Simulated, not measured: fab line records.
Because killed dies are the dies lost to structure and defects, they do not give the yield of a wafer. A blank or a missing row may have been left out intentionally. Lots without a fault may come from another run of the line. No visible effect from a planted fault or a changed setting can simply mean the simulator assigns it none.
fab line records || flow sky130
record: {"lots": 6, "wafers": 18, "last-day": 50}
route steps=708 shown LDD_N@237 PAD_OPEN@708
lots that met no fault: taken from a fault-free run of the same line
start-h: the number of hours between the record's first day and the start of the first shown wafer of the lot || wait-h: how many hours have passed since the lot's step before this one || " unchanged from the row above || L1.1+2: a row that stands for several wafers || - no value, or no start was given || * or withheld: withheld || < > ~ a bound
route shown NAME@n: names a module that has steps shown in the file, with the first one's number in the route || usual: mean and standard deviation over wafers with no fault || same: alike in all rows || chamber/n: place in a boat || sites: per-site readings || _std_site: the values' standard deviation || _edge_site: outer sites' mean less inner sites' || radius-mm: how far each site lies from the wafer's centre || mask NAME#n: copy n || behind: the last tool/chamber to shape the wafer || hold: reason for holding the lot/hours on hold/outcome of the hold || device: transistor that didn't switch, given as n, p or np || end of line: the route-end tests of the same wafers || a step given without rows: its recipe and nothing more || killed: the dies lost at the first sort to structure and to defects; this is not the yield of the wafer || map: dies across one wafer; x = killed, . = not, _ = none there
set.NAME: setting as actually run; set.NAME@STEP: the setting as run at that earlier step || model.NAME: the simulator's own value behind a step, which no gauge read
lots seen at some steps along the route; tables by step, rows by wafer
services: when a tool's chamber went out of use (start-h, in hours from the record's first day, below 0 if earlier), for how many hours, and the reason
== steps ==
step: SKY_LDD_N_DEHYDRATE_00
recipe: {"temp-c": 200, "time-s": 60}
step: SKY_LDD_N_HMDS_01
recipe: {"prime-time-s": 60, "prime-temp-c": 120}
step: SKY_LDD_N_COAT_02
recipe: {"resist": "NOVOLAK", "spin-rpm": 3000, "resist-thk-nm": 300}
step: SKY_LDD_N_SOFTBAKE_03
recipe: {"temp-c": 90, "time-s": 60, "resist": "NOVOLAK"}
step: SKY_LDD_N_EXPOSE_04
recipe: {"mask-id": "NTM", "target-cd-nm": 840, "na": 0.6, "source-shape": "conventional", "sigma-outer": 0.6, "dose-mj": 110}
step: SKY_LDD_N_PEB_05
recipe: {"temp-c": "withheld", "time-s": "*", "resist": "NOVOLAK"}
step: SKY_LDD_N_DEVELOP_06
recipe: {"develop-time-s": 60, "dev-temp-c": 23}
step: SKY_LDD_N_OVL_MEAS_07
usual: {"LDD_N_OVL": "-0.7/1.4"}
{"lot.wafer": "L968.2", "tool": "overlay-01", "chamber": "-", "start-h": 399.67, "wait-h": 0.1, "LDD_N_OVL[nm]": -0.1}
{"lot.wafer": "L968.5", "tool": "overlay-01", "chamber": "-", "start-h": 399.67, "wait-h": 0.1, "LDD_N_OVL[nm]": -1.3}
{"lot.wafer": "L968.6", "tool": "overlay-01", "chamber": "-", "start-h": 399.67, "wait-h": 0.1, "LDD_N_OVL[nm]": -2.7}
{"lot.wafer": "L969.2", "tool": "overlay-02", "chamber": "-", "start-h": 403.70, "wait-h": 0.1, "LDD_N_OVL[nm]": 0.2}
{"lot.wafer": "L969.3", "tool": "overlay-02", "chamber": "-", "start-h": 403.70, "wait-h": 0.1, "LDD_N_OVL[nm]": 0.0}
{"lot.wafer": "L969.5", "tool": "overlay-02", "chamber": "-", "start-h": 403.70, "wait-h": 0.1, "LDD_N_OVL[nm]": 0.1}
{"lot.wafer": "L982.1", "tool": "overlay-02", "chamber": "-", "start-h": 525.76, "wait-h": 0.1, "LDD_N_OVL[nm]": -0.8}
{"lot.wafer": "L982.2", "tool": "overlay-02", "chamber": "-", "start-h": 525.76, "wait-h": 0.1, "LDD_N_OVL[nm]": 1.8}
{"lot.wafer": "L982.5", "tool": "overlay-02", "chamber": "-", "start-h": 525.76, "wait-h": 0.1, "LDD_N_OVL[nm]": 2.0}
{"lot.wafer": "L983.2", "tool": "overlay-01", "chamber": "-", "start-h": 548.02, "wait-h": 0.1, "LDD_N_OVL[nm]": -1.3}
{"lot.wafer": "L983.4", "tool": "overlay-01", "chamber": "-", "start-h": 548.02, "wait-h": 0.1, "LDD_N_OVL[nm]": -2.2}
{"lot.wafer": "L983.6", "tool": "overlay-01", "chamber": "-", "start-h": 548.02, "wait-h": 0.1, "LDD_N_OVL[nm]": -1.3}
{"lot.wafer": "L990.3", "tool": "overlay-02", "chamber": "-", "start-h": 587.92, "wait-h": 0.1, "LDD_N_OVL[nm]": -0.7}
{"lot.wafer": "L990.5", "tool": "overlay-02", "chamber": "-", "start-h": 587.92, "wait-h": 0.1, "LDD_N_OVL[nm]": -0.1}
{"lot.wafer": "L990.6", "tool": "overlay-02", "chamber": "-", "start-h": 587.92, "wait-h": 0.1, "LDD_N_OVL[nm]": -0.2}
{"lot.wafer": "L991.4", "tool": "overlay-02", "chamber": "-", "start-h": 613.58, "wait-h": 0.1, "LDD_N_OVL[nm]": -0.6}
{"lot.wafer": "L991.5", "tool": "overlay-02", "chamber": "-", "start-h": 613.58, "wait-h": 0.1, "LDD_N_OVL[nm]": 0.5}
{"lot.wafer": "L991.6", "tool": "overlay-02", "chamber": "-", "start-h": 613.58, "wait-h": 0.1, "LDD_N_OVL[nm]": 0.3}
step: SKY_LDD_N_IMPLANT_08
recipe: {"species": "As", "energy-kev": 20, "dose-cm2": 7.5e+13, "tilt-deg": "withheld", "rotation-deg": 23}
step: SKY_LDD_N_IMPLANT_09
recipe: {"species": "As", "energy-kev": 20, "dose-cm2": 7.5e+13, "tilt-deg": "withheld", "rotation-deg": 113}
step: SKY_LDD_N_IMPLANT_10
recipe: {"species": "As", "energy-kev": 20, "dose-cm2": 7.5e+13, "tilt-deg": "withheld", "rotation-deg": 203}
step: SKY_LDD_N_IMPLANT_11
recipe: {"species": "As", "energy-kev": 20, "dose-cm2": 7.5e+13, "tilt-deg": "withheld", "rotation-deg": 293}
step: SKY_LDD_N_IMPLANT_12
recipe: {"species": "BF2", "energy-kev": 50, "dose-cm2": 5e+12, "tilt-deg": 30, "rotation-deg": 0}
usual: {"dose-ions-cm2": "4.999e+12/5.5e+09", "faraday-current-uA": "28.2/0.59"}
{"lot.wafer": "L968.2", "tool": "implanter-01", "chamber": 0, "start-h": 400.32, "wait-h": 0.1, "dose-ions-cm2": 5.002e+12, "faraday-current-uA": 28.9}
{"lot.wafer": "L968.5", "tool": "implanter-01", "chamber": 0, "start-h": 400.32, "wait-h": 0.1, "dose-ions-cm2": 5.005e+12, "faraday-current-uA": 28.1}
{"lot.wafer": "L968.6", "tool": "implanter-01", "chamber": 0, "start-h": 400.32, "wait-h": 0.1, "dose-ions-cm2": 5.002e+12, "faraday-current-uA": 27.3}
{"lot.wafer": "L969.2", "tool": "implanter-02", "chamber": 0, "start-h": 404.36, "wait-h": 0.1, "dose-ions-cm2": 4.999e+12, "faraday-current-uA": 28.3}
{"lot.wafer": "L969.3", "tool": "implanter-02", "chamber": 0, "start-h": 404.36, "wait-h": 0.1, "dose-ions-cm2": 4.996e+12, "faraday-current-uA": 29.2}
{"lot.wafer": "L969.5", "tool": "implanter-02", "chamber": 0, "start-h": 404.36, "wait-h": 0.1, "dose-ions-cm2": 4.999e+12, "faraday-current-uA": 28.1}
{"lot.wafer": "L982.1", "tool": "implanter-01", "chamber": 0, "start-h": 526.40, "wait-h": 0.1, "dose-ions-cm2": 7.162e+12, "faraday-current-uA": 41.9}
{"lot.wafer": "L982.2", "tool": "implanter-01", "chamber": 0, "start-h": 526.40, "wait-h": 0.1, "dose-ions-cm2": 7.158e+12, "faraday-current-uA": 39.6}
{"lot.wafer": "L982.5", "tool": "implanter-01", "chamber": 0, "start-h": 526.40, "wait-h": 0.1, "dose-ions-cm2": 7.155e+12, "faraday-current-uA": 39.8}
{"lot.wafer": "L983.2", "tool": "implanter-01", "chamber": 0, "start-h": 548.67, "wait-h": 0.1, "dose-ions-cm2": 7.169e+12, "faraday-current-uA": 40.2}
{"lot.wafer": "L983.4", "tool": "implanter-01", "chamber": 0, "start-h": 548.67, "wait-h": 0.1, "dose-ions-cm2": 7.161e+12, "faraday-current-uA": 38.3}
{"lot.wafer": "L983.6", "tool": "implanter-01", "chamber": 0, "start-h": 548.67, "wait-h": 0.1, "dose-ions-cm2": 7.167e+12, "faraday-current-uA": 40.3}
{"lot.wafer": "L990.3", "tool": "implanter-02", "chamber": 0, "start-h": 588.60, "wait-h": 0.1, "dose-ions-cm2": 4.995e+12, "faraday-current-uA": 27.6}
{"lot.wafer": "L990.5", "tool": "implanter-02", "chamber": 0, "start-h": 588.60, "wait-h": 0.1, "dose-ions-cm2": 4.998e+12, "faraday-current-uA": 27.5}
{"lot.wafer": "L990.6", "tool": "implanter-02", "chamber": 0, "start-h": 588.60, "wait-h": 0.1, "dose-ions-cm2": 5.003e+12, "faraday-current-uA": 27.6}
{"lot.wafer": "L991.4", "tool": "implanter-01", "chamber": 0, "start-h": 614.27, "wait-h": 0.1, "dose-ions-cm2": 5.004e+12, "faraday-current-uA": 27.8}
{"lot.wafer": "L991.5", "tool": "implanter-01", "chamber": 0, "start-h": 614.27, "wait-h": 0.1, "dose-ions-cm2": 4.993e+12, "faraday-current-uA": 27.0}
{"lot.wafer": "L991.6", "tool": "implanter-01", "chamber": 0, "start-h": 614.27, "wait-h": 0.1, "dose-ions-cm2": 5.004e+12, "faraday-current-uA": 28.1}
step: SKY_LDD_N_IMPLANT_13
recipe: {"species": "BF2", "energy-kev": 50, "dose-cm2": 5e+12, "tilt-deg": 30, "rotation-deg": 90}
step: SKY_PAD_OPEN_PROBE_99
{"lot.wafer": "L968.2", "tool": "prober-02", "chamber": "-", "start-h": 1074.82, "wait-h": 0.1, "model.etest.nfet_01v8_lvt.vt-sat-v": 0.5251, "model.etest.sram-nfet-pass.vt-sat-v": 0.5854, "model.etest.nfet_01v8.vt-sat-v": 0.64, "model.etest.nfet_01v8_lvt.vt-v": 0.6076, "model.etest.nfet_01v8.vt-v": 0.6989, "model.etest.nfet_01v8_swapped.vt-v": 0.6988}
{"lot.wafer": "L968.5", "tool": "prober-02", "chamber": "-", "start-h": 1074.97, "wait-h": 0.2, "model.etest.nfet_01v8_lvt.vt-sat-v": 0.5255, "model.etest.sram-nfet-pass.vt-sat-v": 0.5785, "model.etest.nfet_01v8.vt-sat-v": 0.6449, "model.etest.nfet_01v8_lvt.vt-v": 0.6092, "model.etest.nfet_01v8.vt-v": 0.7002, "model.etest.nfet_01v8_swapped.vt-v": 0.7006}
{"lot.wafer": "L968.6", "tool": "prober-02", "chamber": "-", "start-h": 1075.02, "wait-h": 0.2, "model.etest.nfet_01v8_lvt.vt-sat-v": 0.5197, "model.etest.sram-nfet-pass.vt-sat-v": 0.5545, "model.etest.nfet_01v8.vt-sat-v": 0.6286, "model.etest.nfet_01v8_lvt.vt-v": 0.6049, "model.etest.nfet_01v8.vt-v": 0.6878, "model.etest.nfet_01v8_swapped.vt-v": 0.6877}
{"lot.wafer": "L969.2", "tool": "prober-02", "chamber": "-", "start-h": 1075.77, "wait-h": 0.1, "model.etest.nfet_01v8_lvt.vt-sat-v": 0.5226, "model.etest.sram-nfet-pass.vt-sat-v": 0.5706, "model.etest.nfet_01v8.vt-sat-v": 0.6372, "model.etest.nfet_01v8_lvt.vt-v": 0.6037, "model.etest.nfet_01v8.vt-v": 0.6925, "model.etest.nfet_01v8_swapped.vt-v": 0.6922}
{"lot.wafer": "L969.3", "tool": "prober-02", "chamber": "-", "start-h": 1075.82, "wait-h": 0.2, "model.etest.nfet_01v8_lvt.vt-sat-v": 0.5455, "model.etest.sram-nfet-pass.vt-sat-v": 0.5465, "model.etest.nfet_01v8.vt-sat-v": 0.6502, "model.etest.nfet_01v8_lvt.vt-v": 0.6136, "model.etest.nfet_01v8.vt-v": 0.7026, "model.etest.nfet_01v8_swapped.vt-v": 0.7026}
{"lot.wafer": "L969.5", "tool": "prober-02", "chamber": "-", "start-h": 1075.92, "wait-h": 0.2, "model.etest.nfet_01v8_lvt.vt-sat-v": 0.5329, "model.etest.sram-nfet-pass.vt-sat-v": 0.5641, "model.etest.nfet_01v8.vt-sat-v": 0.6412, "model.etest.nfet_01v8_lvt.vt-v": 0.6079, "model.etest.nfet_01v8.vt-v": 0.6939, "model.etest.nfet_01v8_swapped.vt-v": 0.6939}
{"lot.wafer": "L982.1", "tool": "prober-01", "chamber": "-", "start-h": 1157.89, "wait-h": 0.1, "model.etest.nfet_01v8_lvt.vt-sat-v": 0.5942, "model.etest.sram-nfet-pass.vt-sat-v": 0.619, "model.etest.nfet_01v8.vt-sat-v": 0.692, "model.etest.nfet_01v8_lvt.vt-v": 0.6387, "model.etest.nfet_01v8.vt-v": 0.7248, "model.etest.nfet_01v8_swapped.vt-v": 0.7236}
{"lot.wafer": "L982.2", "tool": "prober-01", "chamber": "-", "start-h": 1157.94, "wait-h": 0.1, "model.etest.nfet_01v8_lvt.vt-sat-v": 0.5798, "model.etest.sram-nfet-pass.vt-sat-v": 0.6223, "model.etest.nfet_01v8.vt-sat-v": 0.6785, "model.etest.nfet_01v8_lvt.vt-v": 0.631, "model.etest.nfet_01v8.vt-v": 0.7178, "model.etest.nfet_01v8_swapped.vt-v": 0.7169}
{"lot.wafer": "L982.5", "tool": "prober-01", "chamber": "-", "start-h": 1158.09, "wait-h": 0.2, "model.etest.nfet_01v8_lvt.vt-sat-v": 0.5763, "model.etest.sram-nfet-pass.vt-sat-v": 0.597, "model.etest.nfet_01v8.vt-sat-v": 0.6748, "model.etest.nfet_01v8_lvt.vt-v": 0.6315, "model.etest.nfet_01v8.vt-v": 0.7151, "model.etest.nfet_01v8_swapped.vt-v": 0.7147}
{"lot.wafer": "L983.2", "tool": "prober-02", "chamber": "-", "start-h": 1168.33, "wait-h": 0.1, "model.etest.nfet_01v8_lvt.vt-sat-v": 0.583, "model.etest.sram-nfet-pass.vt-sat-v": 0.6156, "model.etest.nfet_01v8.vt-sat-v": 0.6808, "model.etest.nfet_01v8_lvt.vt-v": 0.631, "model.etest.nfet_01v8.vt-v": 0.7188, "model.etest.nfet_01v8_swapped.vt-v": 0.7181}
{"lot.wafer": "L983.4", "tool": "prober-02", "chamber": "-", "start-h": 1168.43, "wait-h": 0.2, "model.etest.nfet_01v8_lvt.vt-sat-v": 0.5753, "model.etest.sram-nfet-pass.vt-sat-v": 0.5942, "model.etest.nfet_01v8.vt-sat-v": 0.6749, "model.etest.nfet_01v8_lvt.vt-v": 0.6246, "model.etest.nfet_01v8.vt-v": 0.7138, "model.etest.nfet_01v8_swapped.vt-v": 0.7126}
{"lot.wafer": "L983.6", "tool": "prober-02", "chamber": "-", "start-h": 1168.53, "wait-h": 0.2, "model.etest.nfet_01v8_lvt.vt-sat-v": 0.5793, "model.etest.sram-nfet-pass.vt-sat-v": 0.606, "model.etest.nfet_01v8.vt-sat-v": 0.6751, "model.etest.nfet_01v8_lvt.vt-v": 0.6267, "model.etest.nfet_01v8.vt-v": 0.7134, "model.etest.nfet_01v8_swapped.vt-v": 0.7125}
{"lot.wafer": "L990.3", "tool": "prober-01", "chamber": "-", "start-h": 1193.67, "wait-h": 0.2, "model.etest.nfet_01v8_lvt.vt-sat-v": 0.5496, "model.etest.sram-nfet-pass.vt-sat-v": 0.5893, "model.etest.nfet_01v8.vt-sat-v": 0.6628, "model.etest.nfet_01v8_lvt.vt-v": 0.622, "model.etest.nfet_01v8.vt-v": 0.7113, "model.etest.nfet_01v8_swapped.vt-v": 0.7112}
{"lot.wafer": "L990.5", "tool": "prober-01", "chamber": "-", "start-h": 1193.77, "wait-h": 0.2, "model.etest.nfet_01v8_lvt.vt-sat-v": 0.5423, "model.etest.sram-nfet-pass.vt-sat-v": 0.567, "model.etest.nfet_01v8.vt-sat-v": 0.6573, "model.etest.nfet_01v8_lvt.vt-v": 0.615, "model.etest.nfet_01v8.vt-v": 0.7064, "model.etest.nfet_01v8_swapped.vt-v": 0.7061}
{"lot.wafer": "L990.6", "tool": "prober-01", "chamber": "-", "start-h": 1193.82, "wait-h": 0.2, "model.etest.nfet_01v8_lvt.vt-sat-v": 0.5495, "model.etest.sram-nfet-pass.vt-sat-v": 0.5745, "model.etest.nfet_01v8.vt-sat-v": 0.6635, "model.etest.nfet_01v8_lvt.vt-v": 0.615, "model.etest.nfet_01v8.vt-v": 0.7106, "model.etest.nfet_01v8_swapped.vt-v": 0.7104}
{"lot.wafer": "L991.4", "tool": "prober-01", "chamber": "-", "start-h": 1203.44, "wait-h": 0.2, "model.etest.nfet_01v8_lvt.vt-sat-v": 0.5497, "model.etest.sram-nfet-pass.vt-sat-v": 0.6025, "model.etest.nfet_01v8.vt-sat-v": 0.6551, "model.etest.nfet_01v8_lvt.vt-v": 0.6124, "model.etest.nfet_01v8.vt-v": 0.7009, "model.etest.nfet_01v8_swapped.vt-v": 0.7008}
{"lot.wafer": "L991.5", "tool": "prober-01", "chamber": "-", "start-h": 1203.49, "wait-h": 0.2, "model.etest.nfet_01v8_lvt.vt-sat-v": 0.5383, "model.etest.sram-nfet-pass.vt-sat-v": 0.5611, "model.etest.nfet_01v8.vt-sat-v": 0.6518, "model.etest.nfet_01v8_lvt.vt-v": 0.6119, "model.etest.nfet_01v8.vt-v": 0.7056, "model.etest.nfet_01v8_swapped.vt-v": 0.7059}
{"lot.wafer": "L991.6", "tool": "prober-01", "chamber": "-", "start-h": 1203.54, "wait-h": 0.2, "model.etest.nfet_01v8_lvt.vt-sat-v": 0.5566, "model.etest.sram-nfet-pass.vt-sat-v": 0.5841, "model.etest.nfet_01v8.vt-sat-v": 0.6601, "model.etest.nfet_01v8_lvt.vt-v": 0.6243, "model.etest.nfet_01v8.vt-v": 0.7076, "model.etest.nfet_01v8_swapped.vt-v": 0.708}
killed by level:class
L968.2 LI_CONTACT:geometric-particle:open=10 VIA1:geometric-particle:open=10 LOCAL_INTERCONNECT:geometric-particle:short=9 CONTACT:geometric-particle:open=9 METAL3:geometric-particle:short=5 VIA2:geometric-particle:open=4 VIA3:geometric-particle:short=4 FIELD_ISO:geometric-particle:open=3
L968.5 METAL1:geometric-particle:short=9 VIA3:geometric-particle:open=8 LI_CONTACT:geometric-particle:open=8 CONTACT:geometric-particle:open=8 VIA2:geometric-particle:short=7 LOCAL_INTERCONNECT:geometric-particle:short=4 CONTACT:geometric-particle:short=4 VIA1:geometric-particle:open=4
L968.6 VIA1:geometric-particle:open=10 VIA3:geometric-particle:short=9 CONTACT:geometric-particle:open=8 LI_CONTACT:geometric-particle:open=6 METAL1:geometric-particle:short=6 CONTACT:geometric-particle:short=5 METAL2:geometric-particle:short=5 FIELD_ISO:geometric-particle:short=4
L969.2 VIA1:geometric-particle:open=8 FIELD_ISO:geometric-particle:open=6 POLY_GATE:geometric-particle:open=5 CONTACT:geometric-particle:open=5 METAL2:geometric-particle:short=5 VIA3:geometric-particle:open=5 CONTACT:geometric-particle:short=4 VIA3:geometric-particle:short=4
L969.3 LI_CONTACT:geometric-particle:open=10 VIA1:geometric-particle:open=9 METAL3:geometric-particle:short=7 LOCAL_INTERCONNECT:geometric-particle:short=6 METAL2:geometric-particle:short=6 VIA3:geometric-particle:open=5 FIELD_ISO:geometric-particle:short=4 POLY_GATE:geometric-particle:open=4
L969.5 CONTACT:geometric-particle:open=9 VIA2:geometric-particle:open=9 VIA1:geometric-particle:open=9 LOCAL_INTERCONNECT:geometric-particle:short=6 METAL1:geometric-particle:short=6 VIA3:geometric-particle:open=6 VIA1:geometric-particle:short=5 METAL2:geometric-particle:open=5
L983.2 VIA3:geometric-particle:open=10 CONTACT:geometric-particle:open=9 VIA1:geometric-particle:open=6 METAL1:geometric-particle:short=6 LOCAL_INTERCONNECT:geometric-particle:short=5 METAL2:geometric-particle:short=5 VIA2:geometric-particle:open=5 LI_CONTACT:geometric-particle:open=4
L983.4 CONTACT:geometric-particle:open=13 VIA1:geometric-particle:open=9 POLY_GATE:geometric-particle:open=9 VIA3:geometric-particle:open=7 FIELD_ISO:geometric-particle:short=6 VIA2:geometric-particle:open=6 METAL2:geometric-particle:short=5 POLY_GATE:geometric-particle:short=4
L983.6 CONTACT:geometric-particle:open=10 VIA1:geometric-particle:open=8 METAL2:geometric-particle:short=8 FIELD_ISO:geometric-particle:open=6 LI_CONTACT:geometric-particle:open=6 VIA1:geometric-particle:short=6 FIELD_ISO:geometric-particle:short=5 LOCAL_INTERCONNECT:geometric-particle:short=5
L990.3 VIA1:geometric-particle:open=13 CONTACT:geometric-particle:open=8 LI_CONTACT:geometric-particle:open=6 METAL1:geometric-particle:short=6 CONTACT:geometric-particle:short=6 FIELD_ISO:geometric-particle:short=5 POLY_GATE:geometric-particle:open=3 METAL2:geometric-particle:short=3
L990.5 VIA1:geometric-particle:open=12 FIELD_ISO:geometric-particle:short=7 VIA3:geometric-particle:open=6 VIA2:geometric-particle:open=5 LI_CONTACT:geometric-particle:open=5 CONTACT:geometric-particle:open=5 LOCAL_INTERCONNECT:geometric-particle:short=4 POLY_GATE:geometric-particle:open=3
L990.6 METAL2:geometric-particle:short=12 VIA1:geometric-particle:open=11 METAL1:geometric-particle:short=7 CONTACT:geometric-particle:open=7 METAL4:geometric-particle:short=7 FIELD_ISO:geometric-particle:short=5 VIA3:geometric-particle:open=5 VIA2:geometric-particle:open=5
L991.4 VIA1:geometric-particle:open=12 CONTACT:geometric-particle:open=8 METAL2:geometric-particle:short=8 VIA2:geometric-particle:open=8 VIA1:geometric-particle:short=7 LI_CONTACT:geometric-particle:open=7 FIELD_ISO:geometric-particle:short=6 VIA3:geometric-particle:short=6
L991.5 VIA1:geometric-particle:open=12 VIA3:geometric-particle:short=10 METAL2:geometric-particle:short=7 POLY_GATE:geometric-particle:short=5 LI_CONTACT:geometric-particle:open=5 FIELD_ISO:geometric-particle:open=4 CONTACT:geometric-particle:short=4 LOCAL_INTERCONNECT:geometric-particle:short=4
L991.6 CONTACT:geometric-particle:open=12 VIA1:geometric-particle:open=8 VIA3:geometric-particle:open=8 METAL1:geometric-particle:short=7 VIA1:geometric-particle:short=7 FIELD_ISO:geometric-particle:short=6 LI_CONTACT:geometric-particle:open=5 METAL2:geometric-particle:short=5
== services ==
{"tool": "implanter-01", "chamber": "-", "start-h": 380.61, "hours": 0.7, "kind": "repair"}
{"tool": "implanter-02", "chamber": "-", "start-h": 408.90, "hours": 2.9, "kind": "repair"}
{"tool": "implanter-02", "chamber": "-", "start-h": 426.50, "hours": 3.9, "kind": "pm"}
{"tool": "implanter-01", "chamber": "-", "start-h": 437.80, "hours": 5.6, "kind": "repair"}
{"tool": "implanter-01", "chamber": "-", "start-h": 482.24, "hours": 1.6, "kind": "repair"}
{"tool": "implanter-01", "chamber": "-", "start-h": 484.88, "hours": 1.8, "kind": "repair"}
{"tool": "implanter-01", "chamber": "-", "start-h": 512.35, "hours": 1.0, "kind": "repair"}
{"tool": "implanter-02", "chamber": "-", "start-h": 536.16, "hours": 1.9, "kind": "repair"}
{"tool": "implanter-01", "chamber": "-", "start-h": 584.58, "hours": 4.0, "kind": "pm"}
== key ==
first-sign: {"step": "SKY_LDD_N_IMPLANT_12", "reading": "dose-ions-cm2", "direction": "up", "sigmas": "99+", "usual": "*", "struck": "*"}
effect: {"step": "SKY_LDD_N_IMPLANT_12", "reading": "faraday-current-uA", "direction": "up", "sigmas": 20, "usual": 28.2, "struck": 40.0}
model-effect: {"step": "SKY_PAD_OPEN_PROBE_99", "value": "etest.nfet_01v8_lvt.vt-sat-v", "without": 0.5422, "struck": 0.5813}
met-at SKY_LDD_N_IMPLANT_12
struck-wafers L982.1,L982.2,L982.5,L983.2,L983.4,L983.6
sort-left-out L982.1,L982.2,L982.5
tester-left-out L982,L983
onset-between 400.32 526.40
fault: {"kind": "process-parameter-drift", "tool": "implanter-01", "chamber": "-", "onset-h": 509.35, "steps": "SKY_LDD_N_IMPLANT_12", "channel": "dose-cm2", "offset": "*", "shape": "step", "end-h": 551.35, "acts-in": "*", "stated": "*"}
tester-left-out: of these lots the tester's yield and bins aren't shown, on N5 and GAA mostly nor the transistor test; their killed dies are dies lost to structure and defects alone, not to doping, threshold or leakage, so they don't give the yield
sort-left-out: the simulated sort isn't trusted on such a fault, so these wafers' sort isn't shown, and their yield isn't known
